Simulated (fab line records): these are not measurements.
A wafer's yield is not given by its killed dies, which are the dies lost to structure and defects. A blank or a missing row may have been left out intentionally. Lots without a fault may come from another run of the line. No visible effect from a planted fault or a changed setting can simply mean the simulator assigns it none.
Comparing a struck lot with a sound one | flow gf180mcu | 16 out of 602 route steps
Sound: the wafers L391.1, L391.2, L391.3. Struck: wafers L403.1, L403.2, L403.3. The cause comes at the end.
For every step that has rows: the tool of each side, followed by ch and its chambers, followed by its first start. Under that, the readings that differ: sound wafers | struck wafers | difference of the means | sigmas: that difference in standard deviations of wafers without a fault.
alike: same words and numbers on both sides, and readings whose means sit less than 2 such deviations apart. not compared: any withheld reading, any reading some wafer has no value for, any bound like >300 that may hide the same value, and any number with overlapping values for which the record gives no deviation.
The two part at a step that has a row with sigmas, a row that says differs or no value, or rows on one side only. Numbers that don't overlap but have no deviation are shown without sigmas and don't part them. A reading missing from all wafers of one side parts the sides only when that side holds two or more wafers.

GF_CONTACT_BOW_MEAS_05:
  sound: film metro-03 at day 14 23:58; struck: film metro-03 at day 19 12:28
  alike: CONTACT_BOW
then, 4 steps without rows for these wafers: GF_CONTACT_DEHYDRATE_06 (time 60 s); GF_CONTACT_HMDS_07 (prime time 60 s); GF_CONTACT_COAT_08; GF_CONTACT_COAT_09 (resist thk 1000 nm).
GF_CONTACT_SOFTBAKE_10: time 61.55 s.
  sound: litho track-02 ch 0; struck: litho track-02 ch 0
  alike: plate sensor t centre C, plate sensor t edge C, softbake temp c
then, 3 steps without rows for these wafers: GF_CONTACT_EXPOSE_11 (exposes mask Contact, target cd 220 nm); GF_CONTACT_PEB_12 (peb time 90 s); GF_CONTACT_DEVELOP_13 (develop time 60 s).
GF_CONTACT_CD_MEAS_14: target cd 220 nm.
  sound: cd sem-02 at day 15 21:22; struck: cd sem-01 at day 20 12:22
  alike: cd nm
GF_CONTACT_OVL_MEAS_15:
  sound: overlay-01 at day 15 21:29; struck: overlay-01 at day 20 12:29
  alike: CONTACT_OVL
GF_CONTACT_ETCH_16: etches BARC in N2/H2.
  sound on rie diel-04 ch 1,2,3, day 15 21:31; struck on rie diel-02 ch 0,2,3, day 20 12:31
  alike: bias w, chamber pressure mTorr, drypump motor current A, h2 flow sccm, oes product au, throttle valve pct
GF_CONTACT_ETCH_17: etches SiO2 in C4F8/O2/Ar, stops on CoSi2, target depth 860 nm.
  sound on rie diel-04 ch 1,2,3, day 15 21:00; struck on rie diel-02 ch 0,2,3, day 20 12:00
  no value came back on the struck wafers for bias w (W), chamber pressure mTorr (mTorr), oes product au (a.u.); on the sound wafers bias w (W) reads 1196 1200 1201
GF_CONTACT_STRIP_18: strips in O2/N2.
  sound on plasma asher-02 ch 0,1, day 15 21:41; struck on plasma asher-04 ch 0,1, day 20 12:41
  reading               | sound             | struck            | difference | sigmas
  heater power w (W)    | 328 378 366       | 310 294 287       | -60        | -2
  oes product au (a.u.) | 0.579 0.573 0.581 | 0.666 0.666 0.672 | +0.090     | +17
  alike: drypump motor current A
  not compared: rf hours counter h
then, 1 step without rows for these wafers: GF_CONTACT_CLEAN_19 (cleans in SPM).
-- the record jumps here: 12 days lie between the struck wafers' starts before and after (it left off in module CONTACT and takes up again in module PASSIVATION, whose first step shown is number 602 of the route) --
GF_PASSIVATION_PROBE_99:
  the record has rows for the struck wafers here (prober-02, day 32 12:34) and none for the sound ones

## WHERE THEY PART
First at GF_CONTACT_ETCH_17; last, within this record, at GF_PASSIVATION_PROBE_99.

WHY: whatever the simulator had introduced
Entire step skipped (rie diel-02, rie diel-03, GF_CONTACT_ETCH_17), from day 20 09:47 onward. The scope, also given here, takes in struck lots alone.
